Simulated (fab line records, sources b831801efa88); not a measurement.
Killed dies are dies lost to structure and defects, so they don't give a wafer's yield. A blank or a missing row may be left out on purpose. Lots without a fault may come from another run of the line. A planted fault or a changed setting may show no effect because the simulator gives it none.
fab line records | flow sky130
record lots=5 wafers=14 last_day=50
route steps=708 shown SONOS_ONO@186 GATE_OXIDE@187 POLY_GATE@204 RES_PROTECT@206 PAD_OPEN@708
lots that met no fault: from a run of the same line without faults
start_h: hours from the record's first day to the start of the lot's first wafer shown | wait_h: hours since the lot's step before | " the same as in the row above | L1.1+2: a row that stands for several wafers | - no value, or no start given | * or withheld: withheld | < > ~ a bound
route shown NAME@n: a module of which the file shows steps, and the number in the route of the first | usual: mean/standard deviation of fault-free wafers | same: alike in all rows | chamber/n: place in a boat | sites: the reading at each site | _std_site: their standard deviation | _edge_site: outer sites' mean less inner sites' | radius_mm: how far each site lies from the wafer's centre | mask NAME#n: copy n | behind: the tool/chamber that last shaped the wafer | hold: why the lot was held/for how many hours/how that ended | device: the transistor (n, p or np) that didn't switch | end of line: the same wafers' tests at the end of the route | a step without rows: its recipe alone | killed: dies lost to structure and defects at the first sort, not the wafer's yield | map: a wafer's dies, x killed, . not, _ none there
set.NAME: the setting as run; set.NAME@STEP: as run at that earlier step | model.NAME: the simulator's own value behind a step, which no gauge read
lots at some steps of the route; a table a step, a row a wafer
services: from which hour (start_h, from the record's first day; less than 0 if before it) a tool's chamber was out of use, for how many hours, and why
## steps
# step SKY_SONOS_ONO_WET_ETCH_18
# recipe chemistry=H3PO4 target_depth_nm=15 target=Si3N4 temp_c=160 time_s=172
# step SKY_GATE_OXIDE_CLEAN_00
# recipe chemistry=SC1/SC2 mix=1:4:20 temp_c=70 time_s=150 dry=n2_spin
# step SKY_GATE_OXIDE_OXIDATION_01
# recipe temp_c=900 ambient=O2 stabilise_s=600 purge_s=300 target_thk_a=102.68 ox_time_s=1473
# step SKY_GATE_OXIDE_THK_MEAS_02
# recipe reads=SiO2_of_GATE_OXIDE_OXIDATION_01
# usual GATE_OXIDE_OXIDATION_00_THK=10.37/0.2
# columns lot.wafer tool chamber start_h wait_h GATE_OXIDE_OXIDATION_00_THK[nm]
L808.2 film_metro-03 - 283.31 0.0 10.15
L808.3 " - " " 10.20
L808.6 " - " " 10.27
L812.1 film_metro-02 - 313.59 0.0 10.26
L812.3 " - " " 10.29
L812.4 " - " " 10.20
L820.1 film_metro-04 - 381.02 0.0 10.54
L820.3 " - " " 10.66
L820.5 " - " " 10.82
L823.1 film_metro-03 - 407.09 0.0 10.52
L823.4 " - " " 10.29
L831.2 film_metro-03 - 461.92 0.0 10.37
L831.4 " - " " 10.24
L831.5 " - " " 10.50
# step SKY_GATE_OXIDE_DEHYDRATE_03
# recipe temp_c=200 time_s=60
# step SKY_GATE_OXIDE_HMDS_04
# recipe prime_time_s=60 prime_temp_c=120
# step SKY_GATE_OXIDE_COAT_05
# recipe resist=NOVOLAK spin_rpm=3000 resist_thk_nm=1140
# step SKY_GATE_OXIDE_SOFTBAKE_06
# recipe temp_c=90 time_s=60 resist=NOVOLAK
# step SKY_GATE_OXIDE_EXPOSE_07
# recipe mask_id=LVOM na=0.6 source_shape=conventional sigma_outer=0.6 polarization=unpolarized target_cd_nm=600 dose_mj=170
# step SKY_GATE_OXIDE_PEB_08
# recipe temp_c=withheld time_s=* resist=NOVOLAK
# step SKY_GATE_OXIDE_DEVELOP_09
# recipe resist=NOVOLAK developer=TMAH develop_time_s=60 dev_temp_c=23
# step SKY_GATE_OXIDE_OVL_MEAS_10
# usual GATE_OXIDE_OVL=0.6/1.1
# columns lot.wafer tool chamber start_h wait_h GATE_OXIDE_OVL[nm]
L808.2 overlay-01 - 307.14 0.1 -0.6
L808.3 " - " " -0.9
L808.6 " - " " -1.6
L812.1 overlay-01 - 339.87 0.1 -0.1
L812.3 " - " " 1.2
L812.4 " - " " 0.5
L820.1 overlay-01 - 408.69 0.1 2.2
L820.3 " - " " 2.5
L820.5 " - " " 3.2
L823.1 overlay-02 - 435.09 0.1 0.3
L823.4 " - " " 1.4
L831.2 overlay-02 - 492.33 0.1 1.4
L831.4 " - " " 1.4
L831.5 " - " " 1.7
# step SKY_GATE_OXIDE_IMPLANT_11
# recipe species=B energy_kev=10 dose_cm2=2.6e+12 tilt_deg=withheld
# same implant_ion_amu=11
# columns lot.wafer tool chamber start_h wait_h
L808.2+3+6 implanter-01 0 307.20 0.0
L812.1+3+4 implanter-03 0 339.91 0.0
L820.1+3+5 implanter-01 0 408.72 0.0
L823.1+4 implanter-03 0 435.12 0.0
L831.2+4+5 implanter-02 0 492.39 0.0
# step SKY_GATE_OXIDE_WET_ETCH_12
# recipe chemistry=dHF target_depth_nm=16.8 dry=n2_spin target=SiO2 dilution=100:1 temp_c=25 time_s=336
# step SKY_GATE_OXIDE_STRIP_13
# recipe chemistry=O2/N2 power_w=1400 pressure_mtorr=1500 platen_temp_c=withheld o2_flow_sccm=3000 n2_flow_sccm=300 overash_fraction=0.5
# usual drypump_motor_current_A=5.9/0.41 oes_product_au=0.716/0.0044 strip_time_to_endpoint_s=14.16/0.034
# columns lot.wafer tool chamber start_h wait_h drypump_motor_current_A oes_product_au rf_hours_counter_h strip_time_to_endpoint_s
L808.2 plasma_asher-01 0 307.44 0.0 5.6 0.708 63 14.22
L808.3 " 0 " " 5.6 0.719 - 14.25
L808.6 " 0 " " 5.6 0.716 - 14.14
L812.1 plasma_asher-03 1 340.16 0.0 6.6 0.721 19 14.14
L812.3 " 0 " " 5.4 0.722 - 14.14
L812.4 " 1 " " 6.6 0.714 - 14.08
L820.1 plasma_asher-02 0 408.97 0.0 6.2 0.717 69 14.14
L820.3 " 0 " " 6.3 0.721 - 14.12
L820.5 " 0 " " 6.2 0.718 - 14.21
L823.1 plasma_asher-01 0 435.38 0.0 5.6 0.724 76 14.15
L823.4 " 0 " " 5.5 0.715 - 14.18
L831.2 plasma_asher-02 0 492.61 0.0 6.3 0.715 6 14.13
L831.4 " 0 " " 6.2 0.716 - 14.09
L831.5 " 1 " " 5.4 0.712 - 14.13
# step SKY_GATE_OXIDE_TW_MEAS_14
# usual GATE_OXIDE_TW=225.8/1.9
# columns lot.wafer tool chamber start_h wait_h GATE_OXIDE_TW
L808.2 film_metro-03 - 307.55 0.1 225.6
L808.3 " - " " 225.2
L808.6 " - " " 225.0
L812.1 film_metro-03 - 340.26 0.1 226.1
L812.3 " - " " 226.0
L812.4 " - " " 224.5
L820.1 film_metro-02 - 409.07 0.1 224.3
L820.3 " - " " 225.0
L820.5 " - " " 224.7
L823.1 film_metro-04 - 435.48 0.1 224.3
L823.4 " - " " 227.1
L831.2 film_metro-04 - 492.72 0.1 229.2
L831.4 " - " " 228.1
L831.5 " - " " 228.3
# step SKY_GATE_OXIDE_CLEAN_15
# recipe chemistry=SC1/SC2 mix=1:4:20 temp_c=70 time_s=150 dry=n2_spin
# step SKY_GATE_OXIDE_OXIDATION_16
# recipe temp_c=800 ambient=O2 idle_temp_c=700 ramp_up_c_per_min=10 ramp_down_c_per_min=3 stabilise_s=600 purge_s=300 target_thk_a=35.7 ox_time_s=1915
# step SKY_POLY_GATE_CVD_00
# recipe material=poly-Si target_thk_nm=180 temp_c=620 time_s=720 pressure_mtorr=200
# step SKY_POLY_GATE_THK_MEAS_01
# recipe reads=poly-Si_of_POLY_GATE_CVD_00
# usual POLY_GATE_CVD_00_THK=180.1/1.8
# columns lot.wafer tool chamber start_h wait_h POLY_GATE_CVD_00_THK[nm]
L808.2 film_metro-04 - 310.78 0.0 177.5
L808.3 " - " " 177.3
L808.6 " - " " 178.8
L812.1 film_metro-04 - 343.95 0.0 182.6
L812.3 " - " " 181.8
L812.4 " - " " 182.0
L820.1 film_metro-02 - 416.96 0.0 180.2
L820.3 " - " " 181.6
L820.5 " - " " 180.6
L823.1 film_metro-02 - 438.48 0.0 181.4
L823.4 " - " " 181.8
L831.2 film_metro-04 - 495.57 0.0 182.2
L831.4 " - " " 182.8
L831.5 " - " " 180.9
# step SKY_RES_PROTECT_DEHYDRATE_00
# recipe temp_c=200 time_s=60
# step SKY_RES_PROTECT_HMDS_01
# recipe prime_time_s=60 prime_temp_c=120
# step SKY_RES_PROTECT_COAT_02
# recipe resist=NOVOLAK spin_rpm=3000 resist_thk_nm=1140
# step SKY_RES_PROTECT_SOFTBAKE_03
# recipe temp_c=90 time_s=60 resist=NOVOLAK
# step SKY_RES_PROTECT_EXPOSE_04
# recipe mask_id=RPM na=0.6 source_shape=conventional sigma_outer=0.6 polarization=unpolarized target_cd_nm=1270 dose_mj=131
# step SKY_RES_PROTECT_PEB_05
# recipe temp_c=withheld time_s=* resist=NOVOLAK
# step SKY_RES_PROTECT_DEVELOP_06
# recipe resist=NOVOLAK developer=TMAH develop_time_s=60 dev_temp_c=23
# step SKY_POLY_GATE_IMPLANT_02
# recipe species=P energy_kev=30 dose_cm2=7.7e+15 tilt_deg=0
# step SKY_RES_PROTECT_STRIP_07
# recipe chemistry=O2/N2 power_w=1400 pressure_mtorr=1500 platen_temp_c=withheld o2_flow_sccm=3000 n2_flow_sccm=300 overash_fraction=0.5
# usual drypump_motor_current_A=5.8/0.46 oes_product_au=0.518/0.0043 strip_time_to_endpoint_s=23.28/0.035
# columns lot.wafer tool chamber start_h wait_h drypump_motor_current_A oes_product_au rf_hours_counter_h strip_time_to_endpoint_s
L808.2 plasma_asher-04 0 337.66 0.1 5.3 0.511 55 23.35
L808.3 " 0 " " 5.3 0.518 - 23.30
L808.6 " 1 " " 5.8 0.519 - 23.34
L812.1 plasma_asher-03 0 371.73 0.1 5.5 0.521 22 23.29
L812.3 " 1 " " 6.6 0.512 - 23.30
L812.4 " 0 " " 5.5 0.524 - 23.31
L820.1 plasma_asher-03 1 445.61 0.1 6.6 0.519 30 23.27
L820.3 " 1 " " 6.6 0.524 - 23.22
L820.5 " 0 " " 5.4 0.517 - 23.20
L823.1 plasma_asher-02 0 468.83 0.1 6.2 0.519 4 23.32
L823.4 " 0 " " 6.2 0.521 - 23.29
L831.2 plasma_asher-04 1 526.13 0.1 5.8 0.514 72 23.27
L831.4 " 1 " " 5.8 0.514 - 23.27
L831.5 " 1 " " 5.8 0.522 - 23.25
# step SKY_RES_PROTECT_TW_MEAS_08
# usual POLY_GATE_TW=4079/40
# columns lot.wafer tool chamber start_h wait_h POLY_GATE_TW
L808.2 film_metro-03 - 337.77 0.1 4038
L808.3 " - " " 4070
L808.6 " - " " 4051
L812.1 film_metro-01 - 371.83 0.1 4040
L812.3 " - " " 4052
L812.4 " - " " 4040
L820.1 film_metro-01 - 445.71 0.1 4068
L820.3 " - " " 4060
L820.5 " - " " 4065
L823.1 film_metro-04 - 468.93 0.1 4108
L823.4 " - " " 4126
L831.2 film_metro-04 - 526.24 0.1 4142
L831.4 " - " " 4149
L831.5 " - " " 4157
# step SKY_RES_PROTECT_CLEAN_09
# recipe chemistry=SC1/SC2 mix=1:4:20 temp_c=70 time_s=150 dry=n2_spin
# step SKY_POLY_GATE_CVD_03
# recipe material=Si3N4 precursor=DCS/NH3 target_thk_nm=75 temp_c=770 time_s=1290 pressure_mtorr=250
# step SKY_POLY_GATE_THK_MEAS_04
# recipe reads=Si3N4_of_POLY_GATE_CVD_03
# usual POLY_GATE_CVD_03_THK=75.1/0.69
# columns lot.wafer tool chamber start_h wait_h POLY_GATE_CVD_03_THK[nm]
L808.2 film_metro-02 - 339.24 0.0 74.5
L808.3 " - " " 74.5
L808.6 " - " " 74.4
L812.1 film_metro-02 - 374.35 0.0 74.8
L812.3 " - " " 75.0
L812.4 " - " " 75.3
L820.1 film_metro-02 - 447.18 0.0 75.0
L820.3 " - " " 74.8
L820.5 " - " " 75.0
L823.1 film_metro-04 - 470.39 0.0 75.1
L823.4 " - " " 74.9
L831.2 film_metro-02 - 528.38 0.0 75.6
L831.4 " - " " 75.9
L831.5 " - " " 76.2
# step SKY_POLY_GATE_DEHYDRATE_05
# recipe temp_c=200 time_s=60
# step SKY_POLY_GATE_HMDS_06
# recipe prime_time_s=60 prime_temp_c=120
# step SKY_POLY_GATE_COAT_07
# recipe resist=BARC temp_c=withheld time_s=withheld spin_rpm=3000 resist_thk_nm=110
# step SKY_POLY_GATE_COAT_08
# recipe resist=KrF-thick spin_rpm=3000 resist_thk_nm=450
# step SKY_POLY_GATE_SOFTBAKE_09
# recipe temp_c=100 time_s=90 resist=KrF-thick
# step SKY_POLY_GATE_EXPOSE_10
# recipe mask_id=P1M na=0.68 source_shape=conventional sigma_outer=0.6 target_cd_nm=150 dose_mj=28
# step SKY_POLY_GATE_PEB_11
# recipe peb_temp_c=withheld peb_time_s=withheld resist=KrF-thick
# step SKY_POLY_GATE_DEVELOP_12
# recipe develop_time_s=60 resist=KrF-thick dev_temp_c=21
# step SKY_POLY_GATE_CD_MEAS_13
# recipe target_cd_nm=150
# usual cd_nm=150.5/1.1
# columns lot.wafer tool chamber start_h wait_h cd_nm
L808.2 cd_sem-02 - 366.14 - 151.4
L808.3 " - " " 150.3
L808.6 " - " " 150.8
L812.1 cd_sem-01 - 401.47 - 152.2
L812.3 " - " " 151.6
L812.4 " - " " 150.2
L820.1 cd_sem-02 - 477.64 - 150.1
L820.3 " - " " 150.1
L820.5 " - " " 150.1
L823.1 cd_sem-02 - 500.54 - 148.8
L823.4 " - " " 149.3
L831.2 cd_sem-01 - 558.76 - 149.6
L831.4 " - " " 150.4
L831.5 " - " " 150.2
# step SKY_PAD_OPEN_PROBE_99
# usual killed_at_M0_to_M3=43/7.3 killed_at_M4_up=3.2/1.8 killed_at_contacts=24/5.8 killed_at_front_end=16/4.5 killed_at_other=0.3/0.53 killed_dies=87/9.9 killed_open=48/6.8 killed_short=39/6.9
# same gross_dies=492 killed_at_back_side=0
# columns lot.wafer tool chamber start_h wait_h killed_at_M0_to_M3 killed_at_M4_up killed_at_contacts killed_at_front_end killed_at_other killed_dies killed_open killed_short model.etest.tip_p.rs_ohm_sq model.etest.pfet_01v8.r_on_ohm_um model.etest.nfet_01v8_lvt.drive_ua_um model.etest.nfet_01v8.drive_ua_um_range model.etest.nfet_01v8.drive_ua_um model.etest.nfet_01v8_turned.drive_ua_um model.etest.nfet_01v8_swapped.drive_ua_um model.etest.pfet_01v8_lvt.drive_ua_um
L808.2 prober-01 - 1071.09 0.1 44 4 24 14 0 86 48 38 6924 2933 581.8 8.59 507.5 512.1 512.6 176.7
L808.3 prober-01 - 1071.14 0.2 50 7 13 18 0 88 45 43 6886 2908 590.8 8.504 516.6 521.5 519.2 177.6
L808.6 prober-01 - 1071.29 0.2 38 1 17 9 0 65 36 29 6945 2933 597.8 8.174 526.6 524.1 529.5 177.6
L812.1 prober-02 - 1100.81 0.1 53 2 19 15 0 89 48 41 6914 2992 557.9 12.24 489.4 486.1 494.1 173.8
L812.3 prober-02 - 1100.91 0.2 50 6 23 26 0 105 46 59 6935 2966 549 6.13 481.4 480.3 482.2 175
L812.4 prober-02 - 1100.96 0.2 52 2 24 16 0 94 51 43 6937 2953 554.2 18.07 482.5 485.9 488.2 174.5
L820.1 prober-02 - 1142.88 0.1 34 2 24 25 0 85 48 37 6802 2919 573 8.422 501.3 504.1 504.3 173.1
L820.3 prober-02 - 1142.98 0.2 43 3 28 16 1 91 51 40 6851 2850 574.5 8.135 504.7 507.8 510.7 175.1
L820.5 prober-02 - 1143.08 0.2 45 3 33 10 0 91 57 34 6845 2909 568.9 14.1 505.5 501.6 496.9 173.6
L823.1 prober-02 - 1158.26 0.1 48 2 16 27 1 94 49 45 7067 3034 605.3 32.58 528.8 530.2 530 158.2
L823.4 prober-02 - 1158.41 0.2 53 7 28 12 0 100 46 54 6921 2933 569.4 5.81 498.3 500.6 499.4 173.1
L831.2 prober-02 - 1193.20 0.1 58 5 33 21 0 117 61 56 6976 2853 580.8 9.096 507 511.9 512.6 176.2
L831.4 prober-02 - 1193.30 0.2 42 3 13 17 0 75 49 26 6949 2946 579.1 9.214 513.2 508.9 511.2 175.9
L831.5 prober-02 - 1193.35 0.2 34 3 19 14 0 70 37 33 6952 2950 577 6.662 506.5 509.5 512.3 173.7
# killed by level:class
L808.2 CONTACT:geometric_particle:open=12 VIA2:geometric_particle:open=8 VIA3:geometric_particle:open=7 LOCAL_INTERCONNECT:geometric_particle:short=6 VIA1:geometric_particle:short=6 METAL1:geometric_particle:short=5 VIA1:geometric_particle:open=5 POLY_GATE:geometric_particle:open=4
L808.3 VIA1:geometric_particle:open=12 VIA2:geometric_particle:open=7 METAL4:geometric_particle:short=7 VIA1:geometric_particle:short=6 FIELD_ISO:geometric_particle:short=6 CONTACT:geometric_particle:open=6 VIA3:geometric_particle:open=6 METAL2:geometric_particle:short=6
L808.6 CONTACT:geometric_particle:open=6 VIA1:geometric_particle:short=6 VIA1:geometric_particle:open=6 VIA2:geometric_particle:open=6 LI_CONTACT:geometric_particle:open=4 METAL1:geometric_particle:open=4 METAL2:geometric_particle:short=4 VIA3:geometric_particle:short=4
L812.1 VIA1:geometric_particle:open=10 METAL2:geometric_particle:short=10 LI_CONTACT:geometric_particle:open=9 METAL1:geometric_particle:short=8 VIA2:geometric_particle:open=8 VIA3:geometric_particle:open=6 CONTACT:geometric_particle:open=5 FIELD_ISO:geometric_particle:short=4
L812.3 METAL2:geometric_particle:short=11 FIELD_ISO:geometric_particle:open=8 VIA1:geometric_particle:open=7 LI_CONTACT:geometric_particle:open=7 FIELD_ISO:geometric_particle:short=6 CONTACT:geometric_particle:open=6 VIA2:geometric_particle:open=6 METAL1:geometric_particle:short=5
L812.4 VIA1:geometric_particle:open=14 METAL2:geometric_particle:short=12 CONTACT:geometric_particle:open=7 POLY_GATE:geometric_particle:open=6 LI_CONTACT:geometric_particle:open=6 FIELD_ISO:geometric_particle:short=5 LOCAL_INTERCONNECT:geometric_particle:short=5 VIA1:geometric_particle:short=5
L820.1 CONTACT:geometric_particle:open=13 VIA1:geometric_particle:open=9 POLY_GATE:geometric_particle:short=7 FIELD_ISO:geometric_particle:open=6 METAL2:geometric_particle:short=6 FIELD_ISO:geometric_particle:short=5 VIA2:geometric_particle:open=4 VIA3:geometric_particle:open=4
L820.3 VIA1:geometric_particle:open=13 CONTACT:geometric_particle:open=12 CONTACT:geometric_particle:short=7 VIA2:geometric_particle:open=7 LI_CONTACT:geometric_particle:open=6 FIELD_ISO:geometric_particle:short=5 POLY_GATE:geometric_particle:short=5 VIA1:geometric_particle:short=5
L820.5 VIA1:geometric_particle:open=16 CONTACT:geometric_particle:open=13 VIA2:geometric_particle:open=8 LI_CONTACT:geometric_particle:short=6 LOCAL_INTERCONNECT:geometric_particle:short=5 CONTACT:geometric_particle:short=5 VIA3:geometric_particle:open=5 LI_CONTACT:geometric_particle:open=4
L823.1 VIA2:geometric_particle:open=11 VIA1:geometric_particle:open=11 FIELD_ISO:geometric_particle:short=9 FIELD_ISO:geometric_particle:open=9 METAL2:geometric_particle:short=8 METAL1:geometric_particle:short=7 LI_CONTACT:geometric_particle:open=6 VIA2:geometric_particle:short=4
L823.4 VIA1:geometric_particle:open=12 METAL1:geometric_particle:short=9 CONTACT:geometric_particle:short=9 VIA1:geometric_particle:short=9 CONTACT:geometric_particle:open=7 VIA2:geometric_particle:open=6 LI_CONTACT:geometric_particle:open=5 METAL2:geometric_particle:short=5
L831.2 VIA1:geometric_particle:open=14 METAL2:geometric_particle:short=11 CONTACT:geometric_particle:open=10 LI_CONTACT:geometric_particle:open=9 METAL1:geometric_particle:short=7 POLY_GATE:geometric_particle:open=6 VIA3:geometric_particle:open=6 VIA2:geometric_particle:short=6
L831.4 VIA1:geometric_particle:open=16 POLY_GATE:geometric_particle:open=5 POLY_GATE:geometric_particle:short=5 VIA3:geometric_particle:open=5 CONTACT:geometric_particle:short=4 VIA2:geometric_particle:open=4 FIELD_ISO:geometric_particle:open=3 SPACER:geometric_particle:open=3
L831.5 LI_CONTACT:geometric_particle:open=7 CONTACT:geometric_particle:open=6 METAL2:geometric_particle:short=6 VIA3:geometric_particle:open=6 FIELD_ISO:geometric_particle:short=5 VIA2:geometric_particle:open=5 POLY_GATE:geometric_particle:open=4 METAL1:geometric_particle:short=4
## services
# columns tool chamber start_h hours kind
implanter-03 - 312.40 12.3 pm
implanter-03 - 324.66 4.5 pm
implanter-01 - 335.55 2.5 repair
implanter-02 - 337.54 4.0 pm
implanter-03 - 368.28 1.3 repair
implanter-02 - 368.67 5.6 pm
plasma_asher-04 - 387.89 3.6 repair
implanter-02 - 391.72 1.5 repair
plasma_asher-04 - 398.66 17.9 repair
implanter-01 - 414.97 3.4 repair
plasma_asher-02 - 421.25 9.0 pm
plasma_asher-02 0 421.25 9.0 vent_cycle
plasma_asher-02 1 421.25 9.0 vent_cycle
plasma_asher-02 0 430.25 - clean
plasma_asher-02 1 430.25 - clean
implanter-02 - 432.72 0.6 repair
implanter-01 - 439.32 3.5 repair
implanter-01 - 439.95 1.0 repair
plasma_asher-03 - 441.05 2.8 pm
implanter-01 - 492.46 4.3 pm
plasma_asher-02 - 508.92 0.9 repair
plasma_asher-01 - 515.41 1.2 repair
implanter-02 - 519.79 8.5 repair
## key
first_sign none at tools or gauges
model_effect step=SKY_PAD_OPEN_PROBE_99 value=etest.tip_p.rs_ohm_sq without=6899 struck=7067
met_at SKY_GATE_OXIDE_IMPLANT_11
struck_wafers L823.1
tester_left_out L823
onset_between 339.91 435.12
fault kind=process_parameter_drift tool=implanter-03 chamber=- onset_h=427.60 steps=SKY_GATE_OXIDE_IMPLANT_11 channel=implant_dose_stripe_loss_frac offset=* shape=step end_h=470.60 scope=struck_wafers_only
# tester_left_out: of these lots the tester's yield and bins aren't shown, on N5 and GAA mostly nor the transistor test; their killed dies are dies lost to structure and defects alone, not to doping, threshold or leakage, so they don't give the yield
